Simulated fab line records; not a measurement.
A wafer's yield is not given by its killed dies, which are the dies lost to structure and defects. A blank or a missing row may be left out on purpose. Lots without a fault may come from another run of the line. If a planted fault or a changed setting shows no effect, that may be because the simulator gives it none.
A single fault, viewed from 2 desks -- flow gf180mcu -- each desk has only its own numbers; what lay behind them comes last

== METROLOGY DESK ==
What the gauges read for every lot (on any tool): the sampled wafers with a number, averaged. Any lot whose mean is over 4 standard deviations away from the usual mean is out of limits and marked OUT; that distance is given in the brackets.
Columns: A = M1_OVL at GF_M1_OVL_MEAS_15, usual -1 nm; B = V1_CVD_02_THK at GF_V1_THK_MEAS_03, usual 851 nm
lot,first seen here,A,B
L550,day 17 14:39,-3,846
L552,day 17 23:37,1,850
L555,day 19 16:22,-4,861
L556,day 20 02:18,2,844
L558,day 20 13:43,-1,854
L559,day 21 08:42,5,819
L560,day 21 15:08,-3,852
L561,day 21 19:31,0,821
L563,day 22 14:49,-4,830
L567,day 23 17:49,10,867
L568,day 24 04:23,-1,854
L571,day 25 01:22,1,866
This desk found nothing out of limits on any of the 12 lots.

== AT THE TOOL OWNER'S DESK: pecvd-04 ==
The tool's own readings at GF_V1_CVD_02 (deposits SiO2 from TEOS, target thk 850 nm, time 94.851 s): means of the sampled wafers that have a number, for each lot that ran on this tool. Any lot whose mean is over 4 standard deviations away from the usual mean is out of limits and marked OUT; that distance is given in the brackets.
Columns: A = heater power w at GF_V1_CVD_02, usual 688 W; B = run length s at GF_V1_CVD_02, usual 122.5 s
lot,first seen here,A,B
L552,day 18 00:30,673,122.5
L556,day 20 03:08,654,122.2
L559,day 21 09:32,692,120.0
L561,day 21 20:23,546,118.5 (-5.1) OUT
L563,day 22 15:42,604,118.2 (-5.6) OUT
Finding of this desk: L561, L563 out of limits; the first was L561 at day 21 20:23, on run length s at GF_V1_CVD_02. L552, L556, L559: within limits.

== PUT TOGETHER ==
An alarm could have come from the tool owner's desk at day 21 20:23, on L561, L563.
At the metrology desk, nothing out of limits was observed.
The metrology desk has L561, L563 on record, within its limits.
On pecvd-04, each named lot ran GF_V1_CVD_02.

== WHAT WAS PUT IN BY THE SIMULATOR ==
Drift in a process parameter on pecvd-04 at GF_V1_CVD_02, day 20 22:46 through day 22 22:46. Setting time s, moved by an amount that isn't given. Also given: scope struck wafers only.
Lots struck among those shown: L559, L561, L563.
Time in hours from fault onset to the first out-of-limits reading at each desk: the tool owner's desk, 22.
